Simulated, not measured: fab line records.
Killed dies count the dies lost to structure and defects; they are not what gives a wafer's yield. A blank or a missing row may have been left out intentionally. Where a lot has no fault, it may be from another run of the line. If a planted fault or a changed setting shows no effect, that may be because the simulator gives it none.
fab line records :: flow sky130
record
  lots=5
  wafers=15
  last_day=50
route steps=708 shown PASSIVATION@689 PAD_OPEN@694
lots that met no fault: taken from a fault-free run of the same line
start_h: hours from the record's first day to the start of the lot's first wafer shown :: wait_h: hours elapsed since this lot's preceding step :: " identical to the entry in the row above :: L1.1+2: a single row standing in for several wafers :: - value missing, or start not given :: * or withheld: withheld :: < > ~ a bound
route shown NAME@n: names a module that has steps shown in the file, with the first one's number in the route :: usual: mean and standard deviation over wafers with no fault :: same: alike in all rows :: chamber/n: place in a boat :: sites: readings site by site :: _std_site: their standard deviation :: _edge_site: mean of outer sites minus mean of inner sites :: radius_mm: for every site, how far away it sits from the centre of the wafer :: mask NAME#n: copy n :: behind: the last tool/chamber to shape the wafer :: hold: cause of the lot's hold/its duration in hours/its outcome :: device: the transistor (n, p or np) that didn't switch :: end of line: the tests these same wafers got at the end of their route :: step lacking rows: just its recipe :: killed: not the wafer's yield, but the dies lost to structure and defects at the first sort :: map: dies across one wafer; x = killed, . = not, _ = none there
set.NAME: setting as actually run; set.NAME@STEP: the setting as run at that earlier step :: model.NAME: the simulator's own value behind a step, which no gauge read
lots at some steps of the route; a table a step, a row a wafer
services: the hour from which a tool's chamber was out of use, counted from the record's first day as start_h (under 0 if before that day), plus the number of hours and why
## steps
# step SKY_PASSIVATION_EXPOSE_08
# recipe
  mask_id=NSM
  target_cd_nm=3000
  na=0.57
  dose_mj=260
# step SKY_PASSIVATION_PEB_09
# recipe
  temp_c=115
  time_s=withheld
# step SKY_PASSIVATION_DEVELOP_10
# recipe
  develop_time_s=60
  dev_temp_c=23
# step SKY_PASSIVATION_ETCH_11
# recipe
  chemistry=CF4/O2
  target_depth_nm=725
  stop_on=AlCu
  source_w=800
  bias_w=150
  pressure_mtorr=150
  cf4_flow_sccm=80
  O2_flow_sccm=10
  time_s=161.1
# usual
  drypump_motor_current_A=5.7/0.35
  oes_product_au=0.977/0.0065
  rf_fwd_power_W=797.4/2.8
  throttle_valve_pct=5.965/0.0093
# same
  time_s=161.1
lot.wafer: L478.3
tool: rie_diel-03
chamber: 0
start_h: 1058.77
wait_h: -
drypump_motor_current_A: 5.8
oes_product_au: 0.974
rf_fwd_power_W: 799.8
rf_hours_counter_h: 17
throttle_valve_pct: 5.958

lot.wafer: L478.4
tool: rie_diel-03
chamber: 2
start_h: 1058.77
wait_h: -
drypump_motor_current_A: 5.8
oes_product_au: 0.988
rf_fwd_power_W: 797.0
rf_hours_counter_h: 21
throttle_valve_pct: 5.963

lot.wafer: L478.6
tool: rie_diel-03
chamber: 0
start_h: 1058.77
wait_h: -
drypump_motor_current_A: 5.8
oes_product_au: 0.985
rf_fwd_power_W: 798.4
rf_hours_counter_h: -
throttle_valve_pct: 5.966

lot.wafer: L481.1
tool: rie_diel-03
chamber: 1
start_h: 1078.38
wait_h: -
drypump_motor_current_A: 6.1
oes_product_au: 0.979
rf_fwd_power_W: 795.7
rf_hours_counter_h: 9
throttle_valve_pct: 5.976

lot.wafer: L481.2
tool: rie_diel-03
chamber: 3
start_h: 1078.38
wait_h: -
drypump_motor_current_A: 5.7
oes_product_au: 0.978
rf_fwd_power_W: 796.4
rf_hours_counter_h: 17
throttle_valve_pct: 5.944

lot.wafer: L481.3
tool: rie_diel-03
chamber: 0
start_h: 1078.38
wait_h: -
drypump_motor_current_A: 5.8
oes_product_au: 0.973
rf_fwd_power_W: 796.5
rf_hours_counter_h: 18
throttle_valve_pct: 5.959

lot.wafer: L493.2
tool: rie_diel-03
chamber: 1
start_h: 1148.10
wait_h: -
drypump_motor_current_A: 6.2
oes_product_au: 0.968
rf_fwd_power_W: 796.7
rf_hours_counter_h: 11
throttle_valve_pct: 5.965

lot.wafer: L493.4
tool: rie_diel-03
chamber: 3
start_h: 1148.10
wait_h: -
drypump_motor_current_A: 5.7
oes_product_au: 0.993
rf_fwd_power_W: 796.0
rf_hours_counter_h: 20
throttle_valve_pct: 5.968

lot.wafer: L493.5
tool: rie_diel-03
chamber: 1
start_h: 1148.10
wait_h: -
drypump_motor_current_A: 6.2
oes_product_au: 0.969
rf_fwd_power_W: 794.1
rf_hours_counter_h: -
throttle_valve_pct: 5.964

lot.wafer: L498.2
tool: rie_diel-02
chamber: 1
start_h: 1169.53
wait_h: -
drypump_motor_current_A: 6.3
oes_product_au: 0.977
rf_fwd_power_W: 801.0
rf_hours_counter_h: 21
throttle_valve_pct: 5.989

lot.wafer: L498.3
tool: rie_diel-02
chamber: 3
start_h: 1169.53
wait_h: -
drypump_motor_current_A: 5.7
oes_product_au: 0.985
rf_fwd_power_W: 797.9
rf_hours_counter_h: 23
throttle_valve_pct: 5.964

lot.wafer: L498.4
tool: rie_diel-02
chamber: 2
start_h: 1169.53
wait_h: -
drypump_motor_current_A: 4.9
oes_product_au: 0.991
rf_fwd_power_W: 797.8
rf_hours_counter_h: 15
throttle_valve_pct: 5.968

lot.wafer: L499.3
tool: rie_diel-02
chamber: 0
start_h: 1175.78
wait_h: -
drypump_motor_current_A: 5.5
oes_product_au: 0.977
rf_fwd_power_W: 800.0
rf_hours_counter_h: 21
throttle_valve_pct: 5.944

lot.wafer: L499.5
tool: rie_diel-02
chamber: 2
start_h: 1175.78
wait_h: -
drypump_motor_current_A: 4.9
oes_product_au: 0.972
rf_fwd_power_W: 794.0
rf_hours_counter_h: -
throttle_valve_pct: 5.959

lot.wafer: L499.6
tool: rie_diel-02
chamber: 3
start_h: 1175.78
wait_h: -
drypump_motor_current_A: 5.7
oes_product_au: 0.975
rf_fwd_power_W: 799.3
rf_hours_counter_h: -
throttle_valve_pct: 5.967
# step SKY_PASSIVATION_STRIP_12
# recipe
  chemistry=O2/N2
  power_w=1400
  pressure_mtorr=1500
  platen_temp_c=withheld
  overash_fraction=0.7
  o2_flow_sccm=3000
  n2_flow_sccm=300
# usual
  drypump_motor_current_A=6.14/0.2
  oes_product_au=0.661/0.0043
  strip_time_to_endpoint_s=31.59/0.14
lot.wafer: L478.3
tool: plasma_asher-04
chamber: 0
start_h: 1058.91
wait_h: 0.1
drypump_motor_current_A: 5.91
oes_product_au: 0.666
rf_hours_counter_h: -
strip_time_to_endpoint_s: 31.69

lot.wafer: L478.4
tool: plasma_asher-04
chamber: 1
start_h: 1058.91
wait_h: 0.1
drypump_motor_current_A: 6.32
oes_product_au: 0.660
rf_hours_counter_h: -
strip_time_to_endpoint_s: 31.75

lot.wafer: L478.6
tool: plasma_asher-04
chamber: 0
start_h: 1058.91
wait_h: 0.1
drypump_motor_current_A: 5.90
oes_product_au: 0.660
rf_hours_counter_h: -
strip_time_to_endpoint_s: 31.81

lot.wafer: L481.1
tool: plasma_asher-03
chamber: 0
start_h: 1078.49
wait_h: 0.1
drypump_motor_current_A: 6.46
oes_product_au: 0.676
rf_hours_counter_h: 1
strip_time_to_endpoint_s: 31.35

lot.wafer: L481.2
tool: plasma_asher-03
chamber: 1
start_h: 1078.49
wait_h: 0.1
drypump_motor_current_A: 6.06
oes_product_au: 0.670
rf_hours_counter_h: 1
strip_time_to_endpoint_s: 31.41

lot.wafer: L481.3
tool: plasma_asher-03
chamber: 1
start_h: 1078.49
wait_h: 0.1
drypump_motor_current_A: 6.07
oes_product_au: 0.665
rf_hours_counter_h: -
strip_time_to_endpoint_s: 31.32

lot.wafer: L493.2
tool: plasma_asher-03
chamber: 0
start_h: 1148.21
wait_h: 0.1
drypump_motor_current_A: 6.46
oes_product_au: 0.662
rf_hours_counter_h: 8
strip_time_to_endpoint_s: 31.54

lot.wafer: L493.4
tool: plasma_asher-03
chamber: 1
start_h: 1148.21
wait_h: 0.1
drypump_motor_current_A: 6.07
oes_product_au: 0.658
rf_hours_counter_h: -
strip_time_to_endpoint_s: 31.50

lot.wafer: L493.5
tool: plasma_asher-03
chamber: 1
start_h: 1148.21
wait_h: 0.1
drypump_motor_current_A: 6.07
oes_product_au: 0.664
rf_hours_counter_h: -
strip_time_to_endpoint_s: 31.65

lot.wafer: L498.2
tool: plasma_asher-02
chamber: 0
start_h: 1169.64
wait_h: 0.1
drypump_motor_current_A: 5.98
oes_product_au: 0.666
rf_hours_counter_h: 102
strip_time_to_endpoint_s: 31.61

lot.wafer: L498.3
tool: plasma_asher-02
chamber: 0
start_h: 1169.64
wait_h: 0.1
drypump_motor_current_A: 5.97
oes_product_au: 0.663
rf_hours_counter_h: -
strip_time_to_endpoint_s: 31.65

lot.wafer: L498.4
tool: plasma_asher-02
chamber: 1
start_h: 1169.64
wait_h: 0.1
drypump_motor_current_A: 6.15
oes_product_au: 0.662
rf_hours_counter_h: -
strip_time_to_endpoint_s: 31.57

lot.wafer: L499.3
tool: plasma_asher-04
chamber: 0
start_h: 1175.92
wait_h: 0.1
drypump_motor_current_A: 5.87
oes_product_au: 0.668
rf_hours_counter_h: -
strip_time_to_endpoint_s: 31.53

lot.wafer: L499.5
tool: plasma_asher-04
chamber: 0
start_h: 1175.92
wait_h: 0.1
drypump_motor_current_A: 5.87
oes_product_au: 0.666
rf_hours_counter_h: -
strip_time_to_endpoint_s: 31.43

lot.wafer: L499.6
tool: plasma_asher-04
chamber: 1
start_h: 1175.92
wait_h: 0.1
drypump_motor_current_A: 6.31
oes_product_au: 0.664
rf_hours_counter_h: -
strip_time_to_endpoint_s: 31.44
# step SKY_PAD_OPEN_DEHYDRATE_00
# recipe
  temp_c=200
  time_s=60
# step SKY_PAD_OPEN_HMDS_01
# recipe
  prime_time_s=60
  prime_temp_c=120
# step SKY_PAD_OPEN_COAT_02
# recipe
  spin_rpm=2000
  resist_thk_nm=3000
# step SKY_PAD_OPEN_SOFTBAKE_03
# recipe
  temp_c=110
  time_s=withheld
# step SKY_PAD_OPEN_EXPOSE_04
# recipe
  mask_id=PDM
  target_cd_nm=60000
  na=0.57
  dose_mj=260
# step SKY_PAD_OPEN_PEB_05
# recipe
  temp_c=115
  time_s=withheld
# step SKY_PAD_OPEN_DEVELOP_06
# recipe
  develop_time_s=60
  dev_temp_c=23
# step SKY_PAD_OPEN_ETCH_07
# recipe
  chemistry=CF4/O2
  target_depth_nm=725
  stop_on=AlCu
  source_w=800
  bias_w=150
  pressure_mtorr=150
  cf4_flow_sccm=80
  O2_flow_sccm=10
  time_s=161.1
# usual
  drypump_motor_current_A=5.5/0.37
  oes_product_au=0.977/0.0071
  rf_fwd_power_W=797.2/2.6
  throttle_valve_pct=5.965/0.0086
# same
  time_s=161.1
lot.wafer: L478.3
tool: rie_diel-02
chamber: 1
start_h: 1079.05
wait_h: -
drypump_motor_current_A: 6.4
oes_product_au: 0.976
rf_fwd_power_W: 794.3
rf_hours_counter_h: 18
throttle_valve_pct: 5.977

lot.wafer: L478.4
tool: rie_diel-02
chamber: 3
start_h: 1079.05
wait_h: -
drypump_motor_current_A: 5.7
oes_product_au: 0.982
rf_fwd_power_W: 799.4
rf_hours_counter_h: 20
throttle_valve_pct: 5.965

lot.wafer: L478.6
tool: rie_diel-02
chamber: 1
start_h: 1079.05
wait_h: -
drypump_motor_current_A: 6.4
oes_product_au: 0.978
rf_fwd_power_W: 794.9
rf_hours_counter_h: -
throttle_valve_pct: 5.965

lot.wafer: L481.1
tool: rie_diel-01
chamber: 3
start_h: 1099.70
wait_h: -
drypump_motor_current_A: 5.8
oes_product_au: 0.974
rf_fwd_power_W: 798.0
rf_hours_counter_h: 15
throttle_valve_pct: 5.975

lot.wafer: L481.2
tool: rie_diel-01
chamber: 2
start_h: 1099.70
wait_h: -
drypump_motor_current_A: 5.9
oes_product_au: 0.972
rf_fwd_power_W: 799.2
rf_hours_counter_h: 23
throttle_valve_pct: 5.972

lot.wafer: L481.3
tool: rie_diel-01
chamber: 0
start_h: 1099.70
wait_h: -
drypump_motor_current_A: 5.6
oes_product_au: 0.967
rf_fwd_power_W: 796.2
rf_hours_counter_h: 14
throttle_valve_pct: 5.957

lot.wafer: L493.2
tool: rie_diel-01
chamber: 3
start_h: 1165.05
wait_h: -
drypump_motor_current_A: 5.8
oes_product_au: 0.973
rf_fwd_power_W: 801.0
rf_hours_counter_h: 18
throttle_valve_pct: 5.953

lot.wafer: L493.4
tool: rie_diel-01
chamber: 2
start_h: 1165.05
wait_h: -
drypump_motor_current_A: 5.9
oes_product_au: 0.989
rf_fwd_power_W: 797.0
rf_hours_counter_h: 26
throttle_valve_pct: 5.974

lot.wafer: L493.5
tool: rie_diel-01
chamber: 0
start_h: 1165.05
wait_h: -
drypump_motor_current_A: 5.6
oes_product_au: 0.979
rf_fwd_power_W: 924.8
rf_hours_counter_h: -
throttle_valve_pct: 5.957

lot.wafer: L498.2
tool: rie_diel-04
chamber: 1
start_h: 1185.70
wait_h: -
drypump_motor_current_A: 5.1
oes_product_au: 0.966
rf_fwd_power_W: 799.0
rf_hours_counter_h: 6
throttle_valve_pct: 5.956

lot.wafer: L498.3
tool: rie_diel-04
chamber: 0
start_h: 1185.70
wait_h: -
drypump_motor_current_A: 5.2
oes_product_au: 0.967
rf_fwd_power_W: 794.9
rf_hours_counter_h: 12
throttle_valve_pct: 5.970

lot.wafer: L498.4
tool: rie_diel-04
chamber: 3
start_h: 1185.70
wait_h: -
drypump_motor_current_A: 5.3
oes_product_au: 0.989
rf_fwd_power_W: 798.1
rf_hours_counter_h: 18
throttle_valve_pct: 5.970

lot.wafer: L499.3
tool: rie_diel-04
chamber: 0
start_h: 1191.53
wait_h: -
drypump_motor_current_A: 5.2
oes_product_au: 0.971
rf_fwd_power_W: 795.9
rf_hours_counter_h: 12
throttle_valve_pct: 5.977

lot.wafer: L499.5
tool: rie_diel-04
chamber: 3
start_h: 1191.53
wait_h: -
drypump_motor_current_A: 5.3
oes_product_au: 0.982
rf_fwd_power_W: 795.3
rf_hours_counter_h: -
throttle_valve_pct: 5.978

lot.wafer: L499.6
tool: rie_diel-04
chamber: 0
start_h: 1191.53
wait_h: -
drypump_motor_current_A: 5.2
oes_product_au: 0.971
rf_fwd_power_W: 795.6
rf_hours_counter_h: -
throttle_valve_pct: 5.978
# step SKY_PAD_OPEN_STRIP_08
# recipe
  chemistry=O2/N2
  power_w=1400
  pressure_mtorr=1500
  platen_temp_c=withheld
  overash_fraction=0.7
  o2_flow_sccm=3000
  n2_flow_sccm=300
# usual
  drypump_motor_current_A=5.9/0.4
  oes_product_au=0.663/0.0045
lot.wafer: L478.3
tool: plasma_asher-04
chamber: 0
start_h: 1079.19
wait_h: 0.1
drypump_motor_current_A: 5.9
oes_product_au: 0.656
rf_hours_counter_h: -

lot.wafer: L478.4
tool: plasma_asher-04
chamber: 1
start_h: 1079.19
wait_h: 0.1
drypump_motor_current_A: 6.3
oes_product_au: 0.662
rf_hours_counter_h: -

lot.wafer: L478.6
tool: plasma_asher-04
chamber: 1
start_h: 1079.19
wait_h: 0.1
drypump_motor_current_A: 6.3
oes_product_au: 0.660
rf_hours_counter_h: -

lot.wafer: L481.1
tool: plasma_asher-02
chamber: 0
start_h: 1099.81
wait_h: 0.1
drypump_motor_current_A: 6.0
oes_product_au: 0.654
rf_hours_counter_h: 96

lot.wafer: L481.2
tool: plasma_asher-02
chamber: 1
start_h: 1099.81
wait_h: 0.1
drypump_motor_current_A: 6.1
oes_product_au: 0.661
rf_hours_counter_h: 96

lot.wafer: L481.3
tool: plasma_asher-02
chamber: 0
start_h: 1099.81
wait_h: 0.1
drypump_motor_current_A: 6.0
oes_product_au: 0.659
rf_hours_counter_h: -

lot.wafer: L493.2
tool: plasma_asher-02
chamber: 1
start_h: 1165.16
wait_h: 0.1
drypump_motor_current_A: 6.1
oes_product_au: 0.661
rf_hours_counter_h: 102

lot.wafer: L493.4
tool: plasma_asher-02
chamber: 0
start_h: 1165.16
wait_h: 0.1
drypump_motor_current_A: 6.0
oes_product_au: 0.657
rf_hours_counter_h: -

lot.wafer: L493.5
tool: plasma_asher-02
chamber: 1
start_h: 1165.16
wait_h: 0.1
drypump_motor_current_A: 6.1
oes_product_au: 0.662
rf_hours_counter_h: -

lot.wafer: L498.2
tool: plasma_asher-01
chamber: 0
start_h: 1185.81
wait_h: 0.1
drypump_motor_current_A: 5.2
oes_product_au: 0.666
rf_hours_counter_h: 44

lot.wafer: L498.3
tool: plasma_asher-01
chamber: 0
start_h: 1185.81
wait_h: 0.1
drypump_motor_current_A: 5.2
oes_product_au: 0.668
rf_hours_counter_h: -

lot.wafer: L498.4
tool: plasma_asher-01
chamber: 1
start_h: 1185.81
wait_h: 0.1
drypump_motor_current_A: 6.1
oes_product_au: 0.663
rf_hours_counter_h: -

lot.wafer: L499.3
tool: plasma_asher-01
chamber: 0
start_h: 1191.67
wait_h: 0.1
drypump_motor_current_A: 5.1
oes_product_au: 0.659
rf_hours_counter_h: -

lot.wafer: L499.5
tool: plasma_asher-01
chamber: 1
start_h: 1191.67
wait_h: 0.1
drypump_motor_current_A: 6.0
oes_product_au: 0.662
rf_hours_counter_h: -

lot.wafer: L499.6
tool: plasma_asher-01
chamber: 0
start_h: 1191.67
wait_h: 0.1
drypump_motor_current_A: 5.1
oes_product_au: 0.662
rf_hours_counter_h: -
# step SKY_PAD_OPEN_PROBE_99
# usual
  defect_limited_yield=82.0/2.1
  killed_at_M0_to_M3=45/7
  killed_at_M4_up=3.4/1.8
  killed_at_contacts=24/5.4
  killed_at_front_end=16/4.8
  killed_at_other=0.4/0.62
  killed_dies=89/10
  killed_open=48/7.2
  killed_short=40/6.3
  sort_bin_3_pad_short=0.9/0.39
  sort_bin_5_function=10.7/1.5
  sort_bin_6_memory=6.4/1.1
  sort_n_pass=403/10
  sort_yield_pct=82.0/2.1
# same
  gross_dies=492
  killed_at_back_side=0
  sort_bin_4_leakage[%]=0
  sort_bin_8_speed[%]=0
lot.wafer: L478.3
tool: prober-01
chamber: -
start_h: 1081.52
wait_h: 0.2
defect_limited_yield[%]: 80.3
killed_at_M0_to_M3: 50
killed_at_M4_up: 3
killed_at_contacts: 26
killed_at_front_end: 18
killed_at_other: 0
killed_dies: 97
killed_open: 56
killed_short: 41
sort_bin_3_pad_short[%]: 1.0
sort_bin_5_function[%]: 10.8
sort_bin_6_memory[%]: 7.9
sort_n_pass: 395
sort_yield_pct[%]: 80.3

lot.wafer: L478.4
tool: prober-01
chamber: -
start_h: 1081.57
wait_h: 0.2
defect_limited_yield[%]: 84.1
killed_at_M0_to_M3: 39
killed_at_M4_up: 5
killed_at_contacts: 21
killed_at_front_end: 12
killed_at_other: 1
killed_dies: 78
killed_open: 41
killed_short: 37
sort_bin_3_pad_short[%]: 0.8
sort_bin_5_function[%]: 10.0
sort_bin_6_memory[%]: 5.1
sort_n_pass: 414
sort_yield_pct[%]: 84.1

lot.wafer: L478.6
tool: prober-01
chamber: -
start_h: 1081.67
wait_h: 0.2
defect_limited_yield[%]: 80.9
killed_at_M0_to_M3: 43
killed_at_M4_up: 3
killed_at_contacts: 24
killed_at_front_end: 23
killed_at_other: 1
killed_dies: 94
killed_open: 46
killed_short: 48
sort_bin_3_pad_short[%]: 1.2
sort_bin_5_function[%]: 12.6
sort_bin_6_memory[%]: 5.3
sort_n_pass: 398
sort_yield_pct[%]: 80.9

lot.wafer: L481.1
tool: prober-02
chamber: -
start_h: 1102.11
wait_h: 0.1
defect_limited_yield[%]: 82.3
killed_at_M0_to_M3: 38
killed_at_M4_up: 3
killed_at_contacts: 31
killed_at_front_end: 15
killed_at_other: 0
killed_dies: 87
killed_open: 46
killed_short: 41
sort_bin_3_pad_short[%]: 0.8
sort_bin_5_function[%]: 11.2
sort_bin_6_memory[%]: 5.7
sort_n_pass: 405
sort_yield_pct[%]: 82.3

lot.wafer: L481.2
tool: prober-02
chamber: -
start_h: 1102.16
wait_h: 0.1
defect_limited_yield[%]: 87.4
killed_at_M0_to_M3: 35
killed_at_M4_up: 1
killed_at_contacts: 16
killed_at_front_end: 10
killed_at_other: 0
killed_dies: 62
killed_open: 34
killed_short: 27
sort_bin_3_pad_short[%]: 0.8
sort_bin_5_function[%]: 7.5
sort_bin_6_memory[%]: 4.3
sort_n_pass: 430
sort_yield_pct[%]: 87.4

lot.wafer: L481.3
tool: prober-02
chamber: -
start_h: 1102.21
wait_h: 0.2
defect_limited_yield[%]: 84.1
killed_at_M0_to_M3: 44
killed_at_M4_up: 2
killed_at_contacts: 19
killed_at_front_end: 13
killed_at_other: 0
killed_dies: 78
killed_open: 52
killed_short: 25
sort_bin_3_pad_short[%]: 0
sort_bin_5_function[%]: 10.0
sort_bin_6_memory[%]: 5.9
sort_n_pass: 414
sort_yield_pct[%]: 84.1

lot.wafer: L493.4
tool: prober-02
chamber: -
start_h: 1167.52
wait_h: 0.2
defect_limited_yield[%]: 78.9
killed_at_M0_to_M3: 50
killed_at_M4_up: 1
killed_at_contacts: 28
killed_at_front_end: 25
killed_at_other: 0
killed_dies: 104
killed_open: 59
killed_short: 45
sort_bin_3_pad_short[%]: 1.0
sort_bin_5_function[%]: 13.2
sort_bin_6_memory[%]: 6.9
sort_n_pass: 388
sort_yield_pct[%]: 78.9

lot.wafer: L499.3
tool: prober-02
chamber: -
start_h: 1193.96
wait_h: 0.2
defect_limited_yield[%]: 82.3
killed_at_M0_to_M3: 44
killed_at_M4_up: 3
killed_at_contacts: 21
killed_at_front_end: 17
killed_at_other: 2
killed_dies: 87
killed_open: 42
killed_short: 43
sort_bin_3_pad_short[%]: 0
sort_bin_5_function[%]: 11.6
sort_bin_6_memory[%]: 6.1
sort_n_pass: 405
sort_yield_pct[%]: 82.3

lot.wafer: L499.5
tool: prober-02
chamber: -
start_h: 1194.06
wait_h: 0.2
defect_limited_yield[%]: 85.6
killed_at_M0_to_M3: 37
killed_at_M4_up: 4
killed_at_contacts: 20
killed_at_front_end: 9
killed_at_other: 1
killed_dies: 71
killed_open: 35
killed_short: 35
sort_bin_3_pad_short[%]: 1.0
sort_bin_5_function[%]: 8.5
sort_bin_6_memory[%]: 4.9
sort_n_pass: 421
sort_yield_pct[%]: 85.6

lot.wafer: L499.6
tool: prober-02
chamber: -
start_h: 1194.11
wait_h: 0.2
defect_limited_yield[%]: 85.2
killed_at_M0_to_M3: 34
killed_at_M4_up: 3
killed_at_contacts: 21
killed_at_front_end: 15
killed_at_other: 0
killed_dies: 73
killed_open: 34
killed_short: 39
sort_bin_3_pad_short[%]: 1.0
sort_bin_5_function[%]: 10.0
sort_bin_6_memory[%]: 3.9
sort_n_pass: 419
sort_yield_pct[%]: 85.2
# killed by level:class
L478.3 LI_CONTACT:geometric_particle:open=12 VIA1:geometric_particle:open=9 POLY_GATE:geometric_particle:short=7 CONTACT:geometric_particle:open=7 VIA2:geometric_particle:open=7 VIA3:geometric_particle:open=7 LOCAL_INTERCONNECT:geometric_particle:short=5 VIA1:geometric_particle:short=5
L478.4 CONTACT:geometric_particle:open=8 VIA2:geometric_particle:open=8 VIA1:geometric_particle:open=7 CONTACT:geometric_particle:short=6 LI_CONTACT:geometric_particle:open=5 VIA3:geometric_particle:open=5 POLY_GATE:geometric_particle:short=4 METAL2:geometric_particle:short=4
L478.6 VIA1:geometric_particle:open=12 POLY_GATE:geometric_particle:short=9 CONTACT:geometric_particle:open=7 POLY_GATE:geometric_particle:open=5 LI_CONTACT:geometric_particle:short=5 LI_CONTACT:geometric_particle:open=5 METAL1:geometric_particle:short=5 METAL2:geometric_particle:short=5
L481.1 VIA1:geometric_particle:open=12 CONTACT:geometric_particle:open=10 LI_CONTACT:geometric_particle:open=8 LOCAL_INTERCONNECT:geometric_particle:short=6 CONTACT:geometric_particle:short=6 POLY_GATE:geometric_particle:short=5 VIA1:geometric_particle:short=4 VIA2:geometric_particle:short=4
L481.2 CONTACT:geometric_particle:open=7 VIA1:geometric_particle:open=7 METAL2:geometric_particle:short=6 LI_CONTACT:geometric_particle:open=6 VIA1:geometric_particle:short=4 SPACER:geometric_particle:open=3 VIA2:geometric_particle:open=3 VIA2:geometric_particle:short=3
L481.3 VIA1:geometric_particle:open=14 VIA2:geometric_particle:open=9 LI_CONTACT:geometric_particle:open=8 CONTACT:geometric_particle:open=6 VIA3:geometric_particle:open=6 POLY_GATE:geometric_particle:short=3 VIA1:geometric_particle:short=3 METAL3:geometric_particle:short=3
L493.4 VIA1:geometric_particle:open=11 CONTACT:geometric_particle:open=9 LI_CONTACT:geometric_particle:open=8 VIA2:geometric_particle:open=8 VIA3:geometric_particle:open=7 FIELD_ISO:geometric_particle:short=6 POLY_GATE:geometric_particle:open=6 METAL1:geometric_particle:short=6
L499.3 CONTACT:geometric_particle:open=10 METAL1:geometric_particle:short=7 VIA2:geometric_particle:open=7 METAL2:geometric_particle:short=6 METAL1:geometric_particle:open=5 VIA3:geometric_particle:open=5 POLY_GATE:geometric_particle:open=4 POLY_GATE:geometric_particle:short=4
L499.5 VIA1:geometric_particle:open=9 METAL1:geometric_particle:short=7 LI_CONTACT:geometric_particle:open=6 CONTACT:geometric_particle:open=6 VIA1:geometric_particle:short=6 POLY_GATE:geometric_particle:short=4 CONTACT:geometric_particle:short=4 METAL2:geometric_particle:short=4
L499.6 METAL2:geometric_particle:short=8 LI_CONTACT:geometric_particle:open=6 CONTACT:geometric_particle:open=6 METAL1:geometric_particle:short=6 VIA1:geometric_particle:open=5 LOCAL_INTERCONNECT:geometric_particle:short=4 SPACER:geometric_particle:short=3 FIELD_ISO:geometric_particle:open=3
## services
tool: rie_diel-01
chamber: -
start_h: 1042.34
hours: 0.3
kind: repair

tool: rie_diel-04
chamber: 3
start_h: 1042.58
hours: 3.3
kind: repair

tool: rie_diel-02
chamber: -
start_h: 1051.06
hours: 25.8
kind: repair

tool: plasma_asher-03
chamber: -
start_h: 1055.25
hours: 9.0
kind: pm

tool: plasma_asher-03
chamber: 0
start_h: 1055.25
hours: 9.0
kind: vent_cycle

tool: plasma_asher-03
chamber: 1
start_h: 1055.25
hours: 9.0
kind: vent_cycle

tool: plasma_asher-03
chamber: 0
start_h: 1064.25
hours: -
kind: clean

tool: plasma_asher-03
chamber: 1
start_h: 1064.25
hours: -
kind: clean

tool: rie_diel-03
chamber: 0
start_h: 1064.43
hours: 6.7
kind: repair

tool: plasma_asher-04
chamber: -
start_h: 1083.57
hours: 0.4
kind: repair

tool: rie_diel-01
chamber: 1
start_h: 1094.45
hours: 3.6
kind: repair

tool: rie_diel-02
chamber: -
start_h: 1098.43
hours: 10.0
kind: pm

tool: rie_diel-02
chamber: 1
start_h: 1120.59
hours: 5.5
kind: repair

tool: rie_diel-04
chamber: 1
start_h: 1121.80
hours: 1.2
kind: repair

tool: rie_diel-01
chamber: 3
start_h: 1146.46
hours: 2.4
kind: repair

tool: rie_diel-03
chamber: 0
start_h: 1148.55
hours: 6.2
kind: repair

tool: rie_diel-01
chamber: 0
start_h: 1150.87
hours: 2.6
kind: repair

tool: plasma_asher-04
chamber: -
start_h: 1167.75
hours: 0.4
kind: repair

tool: rie_diel-04
chamber: -
start_h: 1169.71
hours: 14.6
kind: pm

tool: rie_diel-02
chamber: -
start_h: 1171.54
hours: 1.0
kind: repair

tool: rie_diel-02
chamber: -
start_h: 1183.65
hours: 0.5
kind: repair
## key
first_sign
  step=SKY_PAD_OPEN_ETCH_07
  reading=rf_fwd_power_W
  direction=up
  sigmas=50
  usual=797.2
  struck=924.8
effect none on later readings
met_at SKY_PAD_OPEN_ETCH_07
struck_wafers L493.5
onset_between 1099.70 1165.05
fault
  kind=process_parameter_drift
  tool=rie_diel-01
  chamber=0
  onset_h=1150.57
  steps=SKY_PAD_OPEN_ETCH_07
  channel=source_w
  offset=128
  shape=step
  end_h=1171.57
  acts_in=these_recipes_only
  stated=800
